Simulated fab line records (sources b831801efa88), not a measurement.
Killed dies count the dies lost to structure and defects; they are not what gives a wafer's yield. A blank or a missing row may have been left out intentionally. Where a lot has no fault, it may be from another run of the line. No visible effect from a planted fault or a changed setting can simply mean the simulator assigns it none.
8D (eight disciplines) problem report, filled in by code    flow gf180mcu    the parts of the form that need people (team, actions taken, sign-off) are left out

1. WHAT IS WRONG
Across 6 wafers from 2 lots, NSD_RS at GF_PSD_RS_MEAS_14 averages 49.47 ohm/sq, while fault-free wafers read 46.07 ohm/sq with a standard deviation of 0.083. That is +41 standard deviations from the usual mean.
The step: measures by four-point-probe.
First seen on wafer L403.2, day 21 03:55, on film-metro-04. At this step, 39 wafers from 13 lots have a number in the record. Rule for "out", or "out of limits": more than 4 standard deviations from the usual mean. The other wafers with a number count as sound.

2. WHAT IT IS AND WHAT IT IS NOT
question                     is                            is not
which readings at this step  NSD_RS                        -
which lots                   L403, L404                    L383, L385, L386, L387, L388, L389, L390, L391, L393, L395, L402
which wafers of those lots   all that have a number        -
read on which gauges         film-metro-03, film-metro-04  film-metro-01
when                         from day 21 03:55             up to then (33 sound wafers)

3. WHAT RULES OUT EACH SUSPECT
Counting: a tool stays on the suspect list if, at a process step up to the reading, it processed all lots that are out and no sound lot following the first of them.
- ruled out: the gauge at GF_PSD_RS_MEAS_14. 2 gauges (film-metro-03, film-metro-04) read the wafers that are out.
- implanter-03 at GF_NSD_IMPLANT_09: kept. It processed each lot that is out, first L403 at day 20 03:29, and no sound lot thereafter; up to then, the last sound lot it processed was L395 at day 17 13:16. Its own beam-energy-keV readings are out on those wafers.
- plasma-asher-04 at GF_NSD_STRIP_11 (strips in O2/N2): kept. It processed each lot that is out, first L403 at day 20 03:45, and no sound lot thereafter; up to then, the last sound lot it processed was L385 at day 14 05:10. Its own strip-time-to-endpoint-s readings are out on those wafers.
After counting, implanter-03 at GF_NSD_IMPLANT_09 and plasma-asher-04 at GF_NSD_STRIP_11 remain.

4. THE CAUSE (what the simulator had put in)
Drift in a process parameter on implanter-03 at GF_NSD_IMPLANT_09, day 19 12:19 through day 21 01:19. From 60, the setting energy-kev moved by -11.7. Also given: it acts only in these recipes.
Counting leaves 2 suspects; this tool is one of them.

5. THE EFFECT CHAIN, in route order
One row per reading whose mean, taken over the struck wafers that have a number, lies over 3 standard deviations from the usual. Readings are gone through only where the record gives a usual standard deviation; hours: the median, over the lots, of the time from a lot's start at the first step in this table giving one to that lot's start at this step; sigmas: the change measured in usual standard deviations.
hours  step               reading                   usual         on struck wafers  change   sigmas
0      GF_NSD_IMPLANT_09  beam-energy-keV           60.002        48.291            -11.712  -99 or more
0      GF_NSD_STRIP_11    oes-product-au            0.489 a.u.    0.504             +0.015   +3.4
0      GF_NSD_STRIP_11    strip-time-to-endpoint-s  23.07 s       21.57             -1.50    -36
25     GF_PSD_RS_MEAS_14  NSD_RS                    46.07 ohm/sq  49.47             +3.40    +41
Its process steps:
- GF_NSD_IMPLANT_09
- GF_NSD_STRIP_11: strips in O2/N2.

6. WHAT WOULD HAVE CAUGHT IT SOONER
The first out-of-limits reading at a measuring or inspecting step in this record came at day 21 03:55, 40 hours after the fault's start at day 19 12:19.
The tool's own readings at GF_NSD_IMPLANT_09 were out on every struck wafer that the step has a row for (beam-energy-keV): an alarm limit on them would have fired on the first of those.
All the lots that are out (2) had begun GF_NSD_IMPLANT_09 on implanter-03 by day 21 03:55. A hold on the tool at that time would have spared none of them.
